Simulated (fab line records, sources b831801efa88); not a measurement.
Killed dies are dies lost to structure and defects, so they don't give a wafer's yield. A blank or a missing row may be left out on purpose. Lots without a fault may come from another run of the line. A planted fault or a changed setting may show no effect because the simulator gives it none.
fab line records | flow sky130 | part 1 of 2: steps 1 to 24 of 34
record lots=5 wafers=15 last_day=51
route steps=708 shown VT_ADJUST_NCORE@130 VT_ADJUST_HVTR@131 VT_ADJUST_PCH@143 SONOS_TUNNEL@154
lots that met no fault: from a run of the same line without faults
start_h: hours from the record's first day to the start of the lot's first wafer shown | wait_h: hours since the lot's step before | " the same as in the row above | L1.1+2: a row that stands for several wafers | - no value, or no start given | * or withheld: withheld | < > ~ a bound
route shown NAME@n: a module of which the file shows steps, and the number in the route of the first | usual: mean/standard deviation of fault-free wafers | same: alike in all rows | chamber/n: place in a boat | sites: the reading at each site | _std_site: their standard deviation | _edge_site: outer sites' mean less inner sites' | radius_mm: how far each site lies from the wafer's centre | mask NAME#n: copy n | behind: the tool/chamber that last shaped the wafer | hold: why the lot was held/for how many hours/how that ended | device: the transistor (n, p or np) that didn't switch | end of line: the same wafers' tests at the end of the route | a step without rows: its recipe alone | killed: dies lost to structure and defects at the first sort, not the wafer's yield | map: a wafer's dies, x killed, . not, _ none there
set.NAME: the setting as run; set.NAME@STEP: as run at that earlier step | model.NAME: the simulator's own value behind a step, which no gauge read
lots at some steps of the route; a table a step, a row a wafer
services: from which hour (start_h, from the record's first day; less than 0 if before it) a tool's chamber was out of use, for how many hours, and why
## steps
# step SKY_VT_ADJUST_NCORE_TW_MEAS_11
# usual VT_ADJUST_NCORE_TW=218.8/2.5
# columns lot.wafer tool chamber start_h wait_h VT_ADJUST_NCORE_TW
L077.1 film_metro-01 - 213.14 0.1 218.4
L077.2 " - " " 217.9
L077.6 " - " " 218.7
L078.1 film_metro-03 - 220.50 0.1 214.6
L078.4 " - " " 215.8
L078.5 " - " " 215.9
L080.3 film_metro-03 - 234.01 0.1 214.4
L080.4 " - " " 214.9
L080.6 " - " " 214.7
L095.2 film_metro-02 - 346.31 0.1 221.4
L095.4 " - " " 222.1
L095.5 " - " " 222.7
L097.1 film_metro-02 - 353.30 0.1 223.4
L097.2 " - " " 221.4
L097.3 " - " " 222.4
# step SKY_VT_ADJUST_HVTR_DEHYDRATE_00
# recipe temp_c=200 time_s=60
# usual resist_line_temp_C=23.03/0.11
# columns lot.wafer tool chamber start_h wait_h resist_line_temp_C
L077.1 litho_track-02 0 223.48 10.3 22.98
L077.2 " 0 " " 22.90
L077.6 " 0 " " 22.99
L078.1 litho_track-03 0 231.50 11.0 23.11
L078.4 " 0 " " 23.24
L078.5 " 0 " " 22.90
L080.3 litho_track-02 0 244.68 10.7 23.02
L080.4 " 0 " " 23.05
L080.6 " 0 " " 23.27
L095.2 litho_track-02 0 359.51 13.2 22.95
L095.4 " 0 " " 22.99
L095.5 " 0 " " 23.17
L097.1 litho_track-02 0 366.93 13.6 23.10
L097.2 " 0 " " 22.99
L097.3 " 0 " " 23.16
# step SKY_VT_ADJUST_HVTR_HMDS_01
# recipe prime_time_s=60 prime_temp_c=120
# usual prime_temp_c=119.98/0.14 resist_line_temp_C=23.00/0.1
# columns lot.wafer tool chamber start_h wait_h prime_temp_c resist_line_temp_C
L077.1 litho_track-02 0 223.63 0.1 119.99 22.89
L077.2 " 0 " " 120.08 22.99
L077.6 " 0 " " 119.84 22.89
L078.1 litho_track-03 0 231.65 0.1 120.02 22.99
L078.4 " 0 " " 119.89 22.98
L078.5 " 0 " " 120.03 22.92
L080.3 litho_track-02 0 244.83 0.1 119.91 22.99
L080.4 " 0 " " 119.91 23.06
L080.6 " 0 " " 119.76 23.00
L095.2 litho_track-02 0 359.66 0.1 119.87 22.77
L095.4 " 0 " " 119.96 22.88
L095.5 " 0 " " 119.92 22.85
L097.1 litho_track-02 0 367.08 0.1 120.15 23.14
L097.2 " 0 " " 120.08 23.05
L097.3 " 0 " " 120.18 23.01
# step SKY_VT_ADJUST_HVTR_COAT_02
# recipe resist=NOVOLAK spin_rpm=3000 resist_thk_nm=1140
# usual resist_line_temp_C=23.00/0.11
# columns lot.wafer tool chamber start_h wait_h resist_line_temp_C
L077.1 litho_track-02 0 223.78 0.1 23.00
L077.2 " 0 " " 23.01
L077.6 " 0 " " 23.02
L078.1 litho_track-03 0 231.80 0.1 23.20
L078.4 " 0 " " 23.05
L078.5 " 0 " " 23.16
L080.3 litho_track-02 0 244.98 0.1 22.99
L080.4 " 0 " " 23.03
L080.6 " 0 " " 22.87
L095.2 litho_track-02 0 359.81 0.1 23.07
L095.4 " 0 " " 23.13
L095.5 " 0 " " 23.07
L097.1 litho_track-02 0 367.23 0.1 22.84
L097.2 " 0 " " 22.94
L097.3 " 0 " " 22.84
# step SKY_VT_ADJUST_HVTR_SOFTBAKE_03
# recipe temp_c=90 time_s=60 resist=NOVOLAK
# usual resist_line_temp_C=22.96/0.11
# columns lot.wafer tool chamber start_h wait_h resist_line_temp_C
L077.1 litho_track-02 0 223.93 0.1 23.10
L077.2 " 0 " " 23.08
L077.6 " 0 " " 22.86
L078.1 litho_track-03 0 231.95 0.1 22.91
L078.4 " 0 " " 23.08
L078.5 " 0 " " 22.95
L080.3 litho_track-02 0 245.13 0.1 22.95
L080.4 " 0 " " 23.10
L080.6 " 0 " " 22.91
L095.2 litho_track-02 0 359.96 0.1 22.95
L095.4 " 0 " " 22.94
L095.5 " 0 " " 22.89
L097.1 litho_track-02 0 367.38 0.1 22.95
L097.2 " 0 " " 23.05
L097.3 " 0 " " 22.82
# step SKY_VT_ADJUST_HVTR_EXPOSE_04
# recipe mask_id=HVTRM target_cd_nm=380 na=0.6 source_shape=conventional sigma_outer=0.6 dose_mj=150
# usual reticle_temp_C=23.00/0.11
# columns lot.wafer tool chamber start_h wait_h mask reticle_temp_C
L077.1 iline_stepper-02 0 - - HVTRM#0 22.94
L077.2 " 0 " " HVTRM#0 22.91
L077.6 " 0 " " HVTRM#0 23.07
L078.1 iline_stepper-02 0 - - HVTRM#0 23.08
L078.4 " 0 " " HVTRM#0 22.93
L078.5 " 0 " " HVTRM#0 22.87
L080.3 iline_stepper-01 0 - - HVTRM#0 22.98
L080.4 " 0 " " HVTRM#0 23.16
L080.6 " 0 " " HVTRM#0 23.19
L095.2 iline_stepper-02 0 - - HVTRM#0 23.16
L095.4 " 0 " " HVTRM#0 23.02
L095.5 " 0 " " HVTRM#0 22.90
L097.1 iline_stepper-01 0 - - HVTRM#0 22.84
L097.2 " 0 " " HVTRM#0 22.95
L097.3 " 0 " " HVTRM#0 22.84
# step SKY_VT_ADJUST_HVTR_PEB_05
# recipe temp_c=withheld time_s=* resist=NOVOLAK
# usual resist_line_temp_C=*
# columns lot.wafer tool chamber start_h wait_h resist_line_temp_C
L077.1 litho_track-03 0 - - *
L077.2 " 0 " " *
L077.6 " 0 " " *
L078.1 litho_track-02 0 - - *
L078.4 " 0 " " *
L078.5 " 0 " " *
L080.3 litho_track-03 0 - - *
L080.4 " 0 " " *
L080.6 " 0 " " *
L095.2 litho_track-04 0 - - *
L095.4 " 0 " " *
L095.5 " 0 " " *
L097.1 litho_track-04 0 - - *
L097.2 " 0 " " *
L097.3 " 0 " " *
# step SKY_VT_ADJUST_HVTR_DEVELOP_06
# recipe develop_time_s=60 dev_temp_c=23
# usual resist_line_temp_C=22.98/0.11
# columns lot.wafer tool chamber start_h wait_h resist_line_temp_C
L077.1 litho_track-03 0 234.80 0.1 22.96
L077.2 " 0 " " 22.90
L077.6 " 0 " " 22.95
L078.1 litho_track-02 0 243.53 0.1 22.79
L078.4 " 0 " " 22.87
L078.5 " 0 " " 22.79
L080.3 litho_track-03 0 256.75 0.1 22.98
L080.4 " 0 " " 23.10
L080.6 " 0 " " 23.06
L095.2 litho_track-04 0 374.43 0.1 23.03
L095.4 " 0 " " 22.92
L095.5 " 0 " " 23.05
L097.1 litho_track-04 0 381.70 0.1 23.06
L097.2 " 0 " " 23.08
L097.3 " 0 " " 23.10
# step SKY_VT_ADJUST_HVTR_CD_MEAS_07
# recipe target_cd_nm=380
# usual cd_nm=380.1/2.1
# columns lot.wafer tool chamber start_h wait_h cd_nm
L077.1 cd_sem-02 - 234.95 0.1 379.0
L077.2 " - " " 378.7
L077.6 " - " " 378.5
L078.1 cd_sem-01 - 243.68 0.1 378.7
L078.4 " - " " 380.2
L078.5 " - " " 378.3
L080.3 cd_sem-01 - 256.89 0.1 379.7
L080.4 " - " " 379.2
L080.6 " - " " 379.3
L095.2 cd_sem-01 - 374.57 0.1 379.1
L095.4 " - " " 382.0
L095.5 " - " " 378.3
L097.1 cd_sem-01 - 381.85 0.1 382.2
L097.2 " - " " 383.3
L097.3 " - " " 384.5
# step SKY_VT_ADJUST_HVTR_OVL_MEAS_08
# usual VT_ADJUST_HVTR_OVL=-0.7/1.5
# columns lot.wafer tool chamber start_h wait_h VT_ADJUST_HVTR_OVL[nm]
L077.1 overlay-01 - 235.07 0.1 1.3
L077.2 " - " " 0.1
L077.6 " - " " -0.3
L078.1 overlay-02 - 243.80 0.1 -3.1
L078.4 " - " " -2.3
L078.5 " - " " -2.1
L080.3 overlay-02 - 256.98 0.1 -0.9
L080.4 " - " " -1.6
L080.6 " - " " -0.8
L095.2 overlay-02 - 374.68 0.1 0.0
L095.4 " - " " 0.5
L095.5 " - " " 0.4
L097.1 overlay-01 - 381.97 0.1 2.0
L097.2 " - " " 0.3
L097.3 " - " " 0.6
# step SKY_VT_ADJUST_HVTR_IMPLANT_09
# recipe species=B energy_kev=10 dose_cm2=2.1e+12 tilt_deg=withheld
# usual beam_on_s=10.01/0.2
# columns lot.wafer tool chamber start_h wait_h beam_on_s
L077.1 implanter-04 0 235.11 0.0 10.18
L077.2 " 0 " " 9.84
L077.6 " 0 " " 9.55
L078.1 implanter-04 0 243.84 0.0 9.99
L078.4 " 0 " " 10.15
L078.5 " 0 " " 10.13
L080.3 implanter-01 0 257.06 0.1 10.12
L080.4 " 0 " " 9.90
L080.6 " 0 " " 9.84
L095.2 implanter-03 0 374.73 0.0 9.93
L095.4 " 0 " " 10.00
L095.5 " 0 " " 9.98
L097.1 implanter-04 0 382.01 0.0 9.74
L097.2 " 0 " " 10.16
L097.3 " 0 " " 10.29
# step SKY_VT_ADJUST_HVTR_STRIP_10
# recipe chemistry=O2/N2 power_w=1400 pressure_mtorr=1500 platen_temp_c=withheld o2_flow_sccm=3000 n2_flow_sccm=300 overash_fraction=0.5
# usual drypump_motor_current_A=5.7/0.41 n2_flow_sccm=300.1/0.85 oes_product_au=0.716/0.0044 strip_time_to_endpoint_s=14.17/0.044
# columns lot.wafer tool chamber start_h wait_h drypump_motor_current_A n2_flow_sccm oes_product_au rf_hours_counter_h strip_time_to_endpoint_s
L077.1 plasma_asher-03 1 235.26 0.1 5.6 299.4 0.716 40 14.09
L077.2 " 0 " " 5.7 302.3 0.717 40 14.14
L077.6 " 0 " " 5.7 302.5 0.710 - 14.14
L078.1 plasma_asher-03 0 243.99 0.1 5.7 300.3 0.709 41 14.12
L078.4 " 1 " " 5.6 301.3 0.720 - 14.13
L078.5 " 0 " " 5.7 300.3 0.706 - 14.12
L080.3 plasma_asher-01 0 257.19 0.1 5.0 300.1 0.713 - 14.12
L080.4 " 1 " " 5.7 299.1 0.709 - 14.16
L080.6 " 1 " " 5.7 300.3 0.715 - 14.13
L095.2 plasma_asher-02 1 374.86 0.1 6.4 299.8 0.714 24 14.19
L095.4 " 1 " " 6.3 300.2 0.718 - 14.15
L095.5 " 0 " " 5.7 300.2 0.714 - 14.16
L097.1 plasma_asher-02 0 382.16 0.1 5.7 299.1 0.712 24 14.16
L097.2 " 1 " " 6.3 300.0 0.724 24 14.17
L097.3 " 0 " " 5.7 300.8 0.715 - 14.12
# step SKY_VT_ADJUST_HVTR_TW_MEAS_11
# usual VT_ADJUST_HVTR_TW=212.3/0.89
# columns lot.wafer tool chamber start_h wait_h VT_ADJUST_HVTR_TW
L077.1 film_metro-01 - 235.36 0.1 211.6
L077.2 " - " " 211.7
L077.6 " - " " 211.6
L078.1 film_metro-04 - 244.09 0.1 211.4
L078.4 " - " " 211.6
L078.5 " - " " 211.3
L080.3 film_metro-01 - 257.28 0.1 211.2
L080.4 " - " " 211.8
L080.6 " - " " 212.0
L095.2 film_metro-04 - 374.97 0.1 212.6
L095.4 " - " " 213.5
L095.5 " - " " 213.1
L097.1 film_metro-02 - 382.26 0.1 213.7
L097.2 " - " " 213.2
L097.3 " - " " 212.4
# step SKY_VT_ADJUST_PCH_DEHYDRATE_00
# recipe temp_c=200 time_s=60
# usual resist_line_temp_C=23.01/0.11
# columns lot.wafer tool chamber start_h wait_h resist_line_temp_C
L077.1 litho_track-03 0 246.10 10.7 23.00
L077.2 " 0 " " 22.94
L077.6 " 0 " " 23.00
L078.1 litho_track-04 0 255.35 11.3 22.93
L078.4 " 0 " " 23.05
L078.5 " 0 " " 23.05
L080.3 litho_track-03 0 269.10 11.8 23.04
L080.4 " 0 " " 22.99
L080.6 " 0 " " 22.90
L095.2 litho_track-01 0 388.42 13.4 23.13
L095.4 " 0 " " 22.86
L095.5 " 0 " " 23.16
L097.1 litho_track-01 0 396.55 14.3 23.08
L097.2 " 0 " " 23.12
L097.3 " 0 " " 23.29
# step SKY_VT_ADJUST_PCH_HMDS_01
# recipe prime_time_s=60 prime_temp_c=120
# usual prime_temp_c=120.01/0.13 resist_line_temp_C=22.99/0.095
# columns lot.wafer tool chamber start_h wait_h prime_temp_c resist_line_temp_C
L077.1 litho_track-03 0 246.25 0.1 119.98 23.03
L077.2 " 0 " " 119.95 22.93
L077.6 " 0 " " 119.77 23.17
L078.1 litho_track-04 0 255.50 0.1 119.87 23.03
L078.4 " 0 " " 120.12 22.88
L078.5 " 0 " " 120.07 23.03
L080.3 litho_track-03 0 269.25 0.1 119.97 23.05
L080.4 " 0 " " 120.07 23.00
L080.6 " 0 " " 120.13 22.95
L095.2 litho_track-01 0 388.57 0.1 120.14 22.93
L095.4 " 0 " " 120.02 23.06
L095.5 " 0 " " 120.09 23.14
L097.1 litho_track-01 0 396.70 0.1 119.95 22.85
L097.2 " 0 " " 119.88 22.94
L097.3 " 0 " " 120.11 22.94
# step SKY_VT_ADJUST_PCH_COAT_02
# recipe spin_rpm=2000 resist_thk_nm=3000
# usual resist_line_temp_C=23.01/0.1
# columns lot.wafer tool chamber start_h wait_h resist_line_temp_C
L077.1 litho_track-03 0 246.40 0.1 23.11
L077.2 " 0 " " 23.10
L077.6 " 0 " " 23.04
L078.1 litho_track-04 0 255.65 0.1 22.95
L078.4 " 0 " " 23.19
L078.5 " 0 " " 23.09
L080.3 litho_track-03 0 269.40 0.1 23.02
L080.4 " 0 " " 22.96
L080.6 " 0 " " 22.95
L095.2 litho_track-01 0 388.72 0.1 23.07
L095.4 " 0 " " 22.87
L095.5 " 0 " " 23.00
L097.1 litho_track-01 0 396.85 0.1 23.01
L097.2 " 0 " " 22.98
L097.3 " 0 " " 22.96
# step SKY_VT_ADJUST_PCH_SOFTBAKE_03
# recipe temp_c=110 time_s=withheld
# usual resist_line_temp_C=23.01/0.11
# columns lot.wafer tool chamber start_h wait_h resist_line_temp_C
L077.1 litho_track-03 0 246.55 0.1 23.00
L077.2 " 0 " " 22.92
L077.6 " 0 " " 23.10
L078.1 litho_track-04 0 255.80 0.1 22.88
L078.4 " 0 " " 22.80
L078.5 " 0 " " 23.01
L080.3 litho_track-03 0 269.57 0.1 22.98
L080.4 " 0 " " 23.04
L080.6 " 0 " " 23.08
L095.2 litho_track-01 0 388.88 0.1 23.00
L095.4 " 0 " " 22.89
L095.5 " 0 " " 22.94
L097.1 litho_track-01 0 397.00 0.1 22.97
L097.2 " 0 " " 22.99
L097.3 " 0 " " 22.96
# step SKY_VT_ADJUST_PCH_EXPOSE_04
# recipe mask_id=NWM na=0.6 source_shape=conventional sigma_outer=0.6 polarization=unpolarized target_cd_nm=840 dose_mj=255
# usual reticle_temp_C=23.02/0.12
# columns lot.wafer tool chamber start_h wait_h mask reticle_temp_C
L077.1 iline_stepper-01 0 - - NWM#0 22.77
L077.2 " 0 " " NWM#0 22.74
L077.6 " 0 " " NWM#0 22.88
L078.1 iline_stepper-01 0 - - NWM#0 23.13
L078.4 " 0 " " NWM#0 23.09
L078.5 " 0 " " NWM#0 22.99
L080.3 iline_stepper-02 0 - - NWM#0 23.09
L080.4 " 0 " " NWM#0 23.10
L080.6 " 0 " " NWM#0 22.98
L095.2 iline_stepper-01 0 - - NWM#0 23.00
L095.4 " 0 " " NWM#0 23.11
L095.5 " 0 " " NWM#0 22.83
L097.1 iline_stepper-01 0 - - NWM#0 23.18
L097.2 " 0 " " NWM#0 23.07
L097.3 " 0 " " NWM#0 23.11
# step SKY_VT_ADJUST_PCH_PEB_05
# recipe temp_c=115 time_s=withheld
# usual resist_line_temp_C=22.99/0.1
# columns lot.wafer tool chamber start_h wait_h resist_line_temp_C
L077.1 litho_track-03 0 - - 22.99
L077.2 " 0 " " 23.08
L077.6 " 0 " " 23.01
L078.1 litho_track-01 0 - - 23.16
L078.4 " 0 " " 23.04
L078.5 " 0 " " 22.91
L080.3 litho_track-01 0 - - 22.99
L080.4 " 0 " " 22.91
L080.6 " 0 " " 22.97
L095.2 litho_track-03 0 - - 23.10
L095.4 " 0 " " 22.90
L095.5 " 0 " " 22.95
L097.1 litho_track-03 0 - - 23.04
L097.2 " 0 " " 23.03
L097.3 " 0 " " 22.84
# step SKY_VT_ADJUST_PCH_DEVELOP_06
# recipe wall_angle_deg=90 developer=TMAH develop_time_s=60 dev_temp_c=23
# usual resist_line_temp_C=23.00/0.083
# columns lot.wafer tool chamber start_h wait_h resist_line_temp_C
L077.1 litho_track-03 0 - - 23.20
L077.2 " 0 " " 23.12
L077.6 " 0 " " 23.04
L078.1 litho_track-01 0 - - 23.07
L078.4 " 0 " " 23.03
L078.5 " 0 " " 22.98
L080.3 litho_track-01 0 - - 22.92
L080.4 " 0 " " 22.92
L080.6 " 0 " " 23.02
L095.2 litho_track-03 0 - - 23.00
L095.4 " 0 " " 22.95
L095.5 " 0 " " 23.05
L097.1 litho_track-03 0 - - 23.13
L097.2 " 0 " " 23.00
L097.3 " 0 " " 23.01
# step SKY_VT_ADJUST_PCH_OVL_MEAS_07
# usual VT_ADJUST_PCH_OVL=-0.3/1.4
# columns lot.wafer tool chamber start_h wait_h VT_ADJUST_PCH_OVL[nm]
L077.1 overlay-02 - 258.80 - 0.1
L077.2 " - " " 0.0
L077.6 " - " " 0.8
L078.1 overlay-02 - 268.15 - -0.2
L078.4 " - " " -1.5
L078.5 " - " " -0.3
L080.3 overlay-01 - 282.36 - 2.0
L080.4 " - " " 2.2
L080.6 " - " " 2.9
L095.2 overlay-02 - 403.80 - -1.2
L095.4 " - " " -0.3
L095.5 " - " " -0.9
L097.1 overlay-01 - 412.05 - 2.1
L097.2 " - " " 1.6
L097.3 " - " " 1.7
# step SKY_VT_ADJUST_PCH_IMPLANT_08
# recipe species=B energy_kev=10.06 dose_cm2=5e+11 tilt_deg=withheld
# usual beam_on_s=9.99/0.19
# columns lot.wafer tool chamber start_h wait_h beam_on_s
L077.1 implanter-03 0 258.84 0.0 9.75
L077.2 " 0 " " 9.78
L077.6 " 0 " " 10.23
L078.1 implanter-02 0 268.18 0.0 10.27
L078.4 " 0 " " 10.15
L078.5 " 0 " " 9.82
L080.3 implanter-03 0 282.43 0.1 10.11
L080.4 " 0 " " 10.14
L080.6 " 0 " " 9.80
L095.2 implanter-01 0 403.86 0.0 10.13
L095.4 " 0 " " 10.21
L095.5 " 0 " " 9.86
L097.1 implanter-01 0 412.08 0.0 9.98
L097.2 " 0 " " 10.10
L097.3 " 0 " " 10.12
# step SKY_VT_ADJUST_PCH_STRIP_09
# recipe chemistry=O2/N2 power_w=1400 pressure_mtorr=1500 platen_temp_c=withheld o2_flow_sccm=3000 n2_flow_sccm=300 overash_fraction=0.5
# usual drypump_motor_current_A=5.6/0.33 n2_flow_sccm=300.1/0.96 oes_product_au=0.722/0.0043 strip_time_to_endpoint_s=36.92/0.12
# columns lot.wafer tool chamber start_h wait_h drypump_motor_current_A n2_flow_sccm oes_product_au rf_hours_counter_h strip_time_to_endpoint_s
L077.1 plasma_asher-03 1 258.99 0.1 5.6 300.7 0.718 43 36.75
L077.2 " 0 " " 5.7 299.9 0.720 43 36.73
L077.6 " 1 " " 5.6 301.3 0.723 - 36.85
L078.1 plasma_asher-01 1 268.33 0.1 5.7 300.7 0.714 57 37.01
L078.4 " 0 " " 5.0 298.6 0.719 - 36.97
L078.5 " 1 " " 5.7 299.9 0.723 - 37.05
L080.3 plasma_asher-03 0 282.57 0.1 5.6 300.6 0.721 - 36.87
L080.4 " 1 " " 5.6 301.0 0.720 - 36.75
L080.6 " 1 " " 5.6 300.4 0.718 - 36.88
L095.2 plasma_asher-04 0 403.98 0.1 6.2 300.5 0.716 71 37.03
L095.4 " 0 " " 6.2 299.6 0.725 - 37.07
L095.5 " 1 " " 5.7 300.8 0.725 - 37.04
L097.1 plasma_asher-03 0 412.23 0.1 5.7 300.1 0.724 58 37.00
L097.2 " 1 " " 5.6 301.0 0.723 58 37.00
L097.3 " 0 " " 5.7 299.9 0.717 - 36.97
# step SKY_VT_ADJUST_PCH_TW_MEAS_10
# usual VT_ADJUST_PCH_TW=143.6/1.4
# columns lot.wafer tool chamber start_h wait_h VT_ADJUST_PCH_TW
L077.1 film_metro-02 - 259.09 0.1 145.2
L077.2 " - " " 143.8
L077.6 " - " " 144.8
L078.1 film_metro-02 - 268.43 0.1 143.8
L078.4 " - " " 143.3
L078.5 " - " " 143.9
L080.3 film_metro-04 - 282.65 0.1 143.0
L080.4 " - " " 142.8
L080.6 " - " " 142.9
L095.2 film_metro-04 - 404.09 0.1 145.0
L095.4 " - " " 144.4
L095.5 " - " " 144.1
L097.1 film_metro-02 - 412.33 0.1 144.3
L097.2 " - " " 143.8
L097.3 " - " " 143.6
